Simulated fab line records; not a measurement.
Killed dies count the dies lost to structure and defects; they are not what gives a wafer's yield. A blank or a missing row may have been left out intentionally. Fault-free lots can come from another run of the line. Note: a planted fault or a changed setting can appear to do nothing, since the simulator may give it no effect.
fab line records ; flow sky130 ; part 2 of 2: steps 25 to 35 of 35
record: lots: 5; wafers: 15; last-day: 50
route steps=708 shown PWDE@84 VT_ADJUST_HVTP@85 VT_ADJUST_LVTN@97
lots that met no fault: taken from a fault-free run of the same line
start-h: start of the lot's first displayed wafer, in hours after the record's first day ; wait-h: hours since the lot's step before ; " same as the row above ; L1.1+2: a single row standing in for several wafers ; - either no value or no given start ; * or withheld: withheld ; < > ~ a bound
route shown NAME@n: names a module that has steps shown in the file, with the first one's number in the route ; usual: mean and standard deviation over wafers with no fault ; same: alike in all rows ; chamber/n: place in a boat ; sites: the reading at each site ; _std_site: how widely they spread, as a standard deviation ; _edge_site: mean of outer sites minus mean of inner sites ; radius-mm: for every site, how far away it sits from the centre of the wafer ; mask NAME#n: copy n ; behind: the tool/chamber that last shaped the wafer ; hold: what put the lot on hold/how long, in hours/how the hold closed ; device: names the non-switching transistor (n, p or np) ; end of line: the same wafers' tests at the end of the route ; a step with no rows: only its recipe ; killed: the dies lost at the first sort to structure and to defects; this is not the yield of the wafer ; map: per-die view of a wafer (x killed, . not killed, _ where there is no die)
set.NAME: the setting that was run; set.NAME@STEP: the one run at that earlier step ; model.NAME: the simulator's own value behind a step, which no gauge read
lots at some steps of the route; a table a step, a row a wafer
services: the hour from which a tool's chamber was out of use, counted from the record's first day as start-h (under 0 if before that day), plus the number of hours and why
== steps ==
step: SKY_VT_ADJUST_LVTN_DEHYDRATE_11
recipe: temp-c: 200; time-s: 60
usual: exhaust-pa: 45.1/0.96
lot.wafer;tool;chamber;start-h;wait-h;exhaust-pa
L074.1;litho-track-03;0;143.06;8.8;44.8
L074.5;litho-track-03;0;143.06;8.8;44.4
L074.6;litho-track-03;0;143.06;8.8;43.9
L089.1;litho-track-01;0;252.97;10.3;44.6
L089.3;litho-track-01;0;252.97;10.3;43.2
L089.4;litho-track-01;0;252.97;10.3;43.2
L091.3;litho-track-04;0;259.12;11.4;44.2
L091.4;litho-track-04;0;259.12;11.4;45.6
L091.6;litho-track-04;0;259.12;11.4;45.4
L096.1;litho-track-04;0;302.27;12.1;44.8
L096.2;litho-track-04;0;302.27;12.1;45.6
L096.6;litho-track-04;0;302.27;12.1;44.4
L097.1;litho-track-03;0;304.26;11.9;44.2
L097.5;litho-track-03;0;304.26;11.9;45.9
L097.6;litho-track-03;0;304.26;11.9;43.2
step: SKY_VT_ADJUST_LVTN_HMDS_12
recipe: prime-time-s: 60; prime-temp-c: 120
usual: exhaust-pa: 45.1/0.9; prime-temp-c: 119.97/0.15
lot.wafer;tool;chamber;start-h;wait-h;exhaust-pa;prime-temp-c
L074.1;litho-track-03;0;143.21;0.1;46.6;120.03
L074.5;litho-track-03;0;143.21;0.1;47.0;120.03
L074.6;litho-track-03;0;143.21;0.1;46.9;120.14
L089.1;litho-track-01;0;253.12;0.1;45.7;119.92
L089.3;litho-track-01;0;253.12;0.1;44.4;119.86
L089.4;litho-track-01;0;253.12;0.1;45.4;120.02
L091.3;litho-track-04;0;259.27;0.1;45.2;119.88
L091.4;litho-track-04;0;259.27;0.1;46.7;119.80
L091.6;litho-track-04;0;259.27;0.1;46.2;119.97
L096.1;litho-track-04;0;302.42;0.1;45.0;119.79
L096.2;litho-track-04;0;302.42;0.1;46.2;119.73
L096.6;litho-track-04;0;302.42;0.1;44.9;119.92
L097.1;litho-track-03;0;304.41;0.1;45.5;119.75
L097.5;litho-track-03;0;304.41;0.1;45.5;119.88
L097.6;litho-track-03;0;304.41;0.1;46.1;120.01
step: SKY_VT_ADJUST_LVTN_COAT_13
recipe: resist: NOVOLAK; spin-rpm: 3000; resist-thk-nm: 1140
usual: exhaust-pa: 45.2/0.86
lot.wafer;tool;chamber;start-h;wait-h;exhaust-pa
L074.1;litho-track-03;0;143.36;0.1;44.2
L074.5;litho-track-03;0;143.36;0.1;45.3
L074.6;litho-track-03;0;143.36;0.1;44.4
L089.1;litho-track-01;0;253.27;0.1;45.9
L089.3;litho-track-01;0;253.27;0.1;43.9
L089.4;litho-track-01;0;253.27;0.1;46.3
L091.3;litho-track-04;0;259.42;0.1;45.3
L091.4;litho-track-04;0;259.42;0.1;45.5
L091.6;litho-track-04;0;259.42;0.1;44.5
L096.1;litho-track-04;0;302.57;0.1;45.4
L096.2;litho-track-04;0;302.57;0.1;46.4
L096.6;litho-track-04;0;302.57;0.1;46.3
L097.1;litho-track-03;0;304.56;0.1;44.3
L097.5;litho-track-03;0;304.56;0.1;44.4
L097.6;litho-track-03;0;304.56;0.1;44.9
step: SKY_VT_ADJUST_LVTN_SOFTBAKE_14
recipe: temp-c: 90; time-s: 60; resist: NOVOLAK
usual: exhaust-pa: 45.1/0.82
lot.wafer;tool;chamber;start-h;wait-h;exhaust-pa
L074.1;litho-track-03;0;143.51;0.1;46.3
L074.5;litho-track-03;0;143.51;0.1;45.8
L074.6;litho-track-03;0;143.51;0.1;47.0
L089.1;litho-track-01;0;253.42;0.1;44.4
L089.3;litho-track-01;0;253.42;0.1;44.2
L089.4;litho-track-01;0;253.42;0.1;44.6
L091.3;litho-track-04;0;259.57;0.1;45.9
L091.4;litho-track-04;0;259.57;0.1;45.2
L091.6;litho-track-04;0;259.57;0.1;46.2
L096.1;litho-track-04;0;302.72;0.1;47.2
L096.2;litho-track-04;0;302.72;0.1;45.8
L096.6;litho-track-04;0;302.72;0.1;45.9
L097.1;litho-track-03;0;304.71;0.1;45.5
L097.5;litho-track-03;0;304.71;0.1;46.5
L097.6;litho-track-03;0;304.71;0.1;44.9
step: SKY_VT_ADJUST_LVTN_EXPOSE_15
recipe: mask-id: HVN_STD_DERIVED; na: 0.6; source-shape: conventional; sigma-outer: 0.6; polarization: unpolarized; target-cd-nm: 600; dose-mj: 163
usual: stage-vel-mm-s: 499.96/0.29
lot.wafer;tool;chamber;start-h;wait-h;mask;stage-vel-mm-s
L074.1;iline-stepper-01;0;-;-;HVN_STD_DERIVED#0;500.09
L074.5;iline-stepper-01;0;-;-;HVN_STD_DERIVED#0;499.95
L074.6;iline-stepper-01;0;-;-;HVN_STD_DERIVED#0;499.87
L089.1;iline-stepper-02;0;-;-;HVN_STD_DERIVED#0;500.14
L089.3;iline-stepper-02;0;-;-;HVN_STD_DERIVED#0;500.31
L089.4;iline-stepper-02;0;-;-;HVN_STD_DERIVED#0;500.07
L091.3;iline-stepper-01;0;-;-;HVN_STD_DERIVED#0;500.23
L091.4;iline-stepper-01;0;-;-;HVN_STD_DERIVED#0;499.94
L091.6;iline-stepper-01;0;-;-;HVN_STD_DERIVED#0;499.75
L096.1;iline-stepper-02;0;-;-;HVN_STD_DERIVED#0;500.07
L096.2;iline-stepper-02;0;-;-;HVN_STD_DERIVED#0;500.48
L096.6;iline-stepper-02;0;-;-;HVN_STD_DERIVED#0;500.14
L097.1;iline-stepper-02;0;-;-;HVN_STD_DERIVED#0;499.74
L097.5;iline-stepper-02;0;-;-;HVN_STD_DERIVED#0;499.85
L097.6;iline-stepper-02;0;-;-;HVN_STD_DERIVED#0;499.64
step: SKY_VT_ADJUST_LVTN_PEB_16
recipe: temp-c: withheld; time-s: *; resist: NOVOLAK
usual: exhaust-pa: 44.7/1.1
lot.wafer;tool;chamber;start-h;wait-h;exhaust-pa
L074.1;litho-track-01;0;-;-;44.2
L074.5;litho-track-01;0;-;-;44.7
L074.6;litho-track-01;0;-;-;42.7
L089.1;litho-track-04;0;-;-;43.8
L089.3;litho-track-04;0;-;-;43.4
L089.4;litho-track-04;0;-;-;44.9
L091.3;litho-track-04;0;-;-;45.3
L091.4;litho-track-04;0;-;-;44.8
L091.6;litho-track-04;0;-;-;46.9
L096.1;litho-track-03;0;-;-;45.2
L096.2;litho-track-03;0;-;-;44.7
L096.6;litho-track-03;0;-;-;44.4
L097.1;litho-track-01;0;-;-;45.6
L097.5;litho-track-01;0;-;-;43.8
L097.6;litho-track-01;0;-;-;44.6
step: SKY_VT_ADJUST_LVTN_DEVELOP_17
recipe: resist: NOVOLAK; developer: TMAH; develop-time-s: 60; dev-temp-c: 23.75
usual: exhaust-pa: 45.0/1
lot.wafer;tool;chamber;start-h;wait-h;exhaust-pa
L074.1;litho-track-01;0;152.57;0.1;44.4
L074.5;litho-track-01;0;152.57;0.1;45.1
L074.6;litho-track-01;0;152.57;0.1;46.5
L089.1;litho-track-04;0;265.12;0.1;44.2
L089.3;litho-track-04;0;265.12;0.1;42.8
L089.4;litho-track-04;0;265.12;0.1;44.5
L091.3;litho-track-04;0;272.07;0.1;44.3
L091.4;litho-track-04;0;272.07;0.1;43.8
L091.6;litho-track-04;0;272.07;0.1;43.8
L096.1;litho-track-03;0;315.31;0.1;45.8
L096.2;litho-track-03;0;315.31;0.1;46.3
L096.6;litho-track-03;0;315.31;0.1;46.7
L097.1;litho-track-01;0;317.42;0.1;46.2
L097.5;litho-track-01;0;317.42;0.1;44.4
L097.6;litho-track-01;0;317.42;0.1;46.6
step: SKY_VT_ADJUST_LVTN_OVL_MEAS_18
usual: VT_ADJUST_LVTN_01_OVL: 1.1/1.5
lot.wafer;tool;chamber;start-h;wait-h;VT_ADJUST_LVTN_01_OVL[nm]
L074.1;overlay-01;-;152.72;0.1;0.7
L074.5;overlay-01;-;152.72;0.1;2.2
L074.6;overlay-01;-;152.72;0.1;2.7
L089.1;overlay-01;-;265.27;0.1;-0.3
L089.3;overlay-01;-;265.27;0.1;2.0
L089.4;overlay-01;-;265.27;0.1;0.8
L091.3;overlay-01;-;272.18;0.1;2.3
L091.4;overlay-01;-;272.18;0.1;3.8
L091.6;overlay-01;-;272.18;0.1;3.8
L096.1;overlay-01;-;315.46;0.1;1.0
L096.2;overlay-01;-;315.46;0.1;1.2
L096.6;overlay-01;-;315.46;0.1;1.7
L097.1;overlay-01;-;317.57;0.1;-0.5
L097.5;overlay-01;-;317.57;0.1;-0.6
L097.6;overlay-01;-;317.57;0.1;1.8
step: SKY_VT_ADJUST_LVTN_IMPLANT_19
recipe: species: B; energy-kev: 30; dose-cm2: 6.5e+11; tilt-deg: withheld
lot.wafer;tool;chamber;start-h;wait-h
L074.1+5+6;implanter-04;0;152.75;0.0
L089.1+3+4;implanter-01;0;265.31;0.0
L091.3+4+6;implanter-01;0;272.26;0.1
L096.1+2+6;implanter-04;0;315.50;0.0
L097.1+5+6;implanter-01;0;317.60;0.0
step: SKY_VT_ADJUST_LVTN_STRIP_20
recipe: chemistry: O2/N2; power-w: 1400; pressure-mtorr: 1500; platen-temp-c: withheld; o2-flow-sccm: 3000; n2-flow-sccm: 300; overash-fraction: 0.5
usual: drypump-motor-current-A: 5.8/0.48; oes-product-au: 0.715/0.0048; strip-time-to-endpoint-s: 14.16/0.038
same: overash-fraction: 0.5
lot.wafer;tool;chamber;start-h;wait-h;drypump-motor-current-A;oes-product-au;rf-hours-counter-h;strip-time-to-endpoint-s
L074.1;plasma-asher-02;0;152.90;0.1;5.8;0.720;45;14.19
L074.5;plasma-asher-02;0;152.90;0.1;5.8;0.722;-;14.18
L074.6;plasma-asher-02;1;152.90;0.1;5.1;0.713;-;14.19
L089.1;plasma-asher-02;0;265.46;0.1;5.9;0.707;56;14.19
L089.3;plasma-asher-02;1;265.46;0.1;5.1;0.708;-;14.20
L089.4;plasma-asher-02;0;265.46;0.1;5.9;0.717;-;14.19
L091.3;plasma-asher-02;0;272.39;0.1;5.8;0.718;-;14.16
L091.4;plasma-asher-02;1;272.39;0.1;5.1;0.712;-;14.13
L091.6;plasma-asher-02;1;272.39;0.1;5.1;0.722;-;14.14
L096.1;plasma-asher-01;1;315.65;0.1;4.9;0.718;19;14.17
L096.2;plasma-asher-01;0;315.65;0.1;5.8;0.716;19;14.19
L096.6;plasma-asher-01;1;315.65;0.1;4.9;0.717;-;14.17
L097.1;plasma-asher-03;1;317.75;0.1;6.2;0.715;63;14.18
L097.5;plasma-asher-03;0;317.75;0.1;6.2;0.723;-;14.16
L097.6;plasma-asher-03;1;317.75;0.1;6.2;0.718;-;14.16
step: SKY_VT_ADJUST_LVTN_TW_MEAS_21
usual: VT_ADJUST_LVTN_2_TW: 188.2/1
lot.wafer;tool;chamber;start-h;wait-h;VT_ADJUST_LVTN_2_TW
L074.1;film-metro-04;-;153.00;0.1;186.9
L074.5;film-metro-04;-;153.00;0.1;187.6
L074.6;film-metro-04;-;153.00;0.1;187.6
L089.1;film-metro-04;-;265.56;0.1;187.5
L089.3;film-metro-04;-;265.56;0.1;188.7
L089.4;film-metro-04;-;265.56;0.1;186.9
L091.3;film-metro-01;-;272.48;0.1;189.6
L091.4;film-metro-01;-;272.48;0.1;189.4
L091.6;film-metro-01;-;272.48;0.1;188.6
L096.1;film-metro-01;-;315.75;0.1;188.7
L096.2;film-metro-01;-;315.75;0.1;188.0
L096.6;film-metro-01;-;315.75;0.1;188.6
L097.1;film-metro-01;-;317.85;0.1;188.7
L097.5;film-metro-01;-;317.85;0.1;189.3
L097.6;film-metro-01;-;317.85;0.1;187.8
== services ==
tool;chamber;start-h;hours;kind
implanter-02;-;89.53;6.9;pm
implanter-03;-;97.69;1.9;repair
plasma-asher-01;-;108.83;9.0;pm
implanter-04;-;112.45;3.4;pm
plasma-asher-02;-;115.81;1.1;repair
implanter-01;-;127.77;7.7;repair
plasma-asher-01;-;151.88;0.8;repair
iline-stepper-02;-;155.54;2.1;pm
implanter-03;-;156.87;23.3;pm
litho-track-03;-;166.31;-;consumable-replace:filter
iline-stepper-02;-;175.18;11.5;repair
iline-stepper-02;-;186.69;1.7;pm
iline-stepper-01;-;194.08;6.8;repair
implanter-01;-;198.07;14.4;repair
implanter-01;-;203.25;1.9;repair
iline-stepper-01;-;214.06;1.7;pm
plasma-asher-04;-;225.61;1.2;repair
implanter-02;-;246.95;2.9;repair
implanter-03;-;262.09;2.5;repair
iline-stepper-01;-;264.19;1.9;repair
implanter-04;-;265.25;5.8;pm
plasma-asher-04;-;269.71;2.5;repair
implanter-01;-;280.02;3.6;repair
plasma-asher-02;-;317.14;23.7;repair
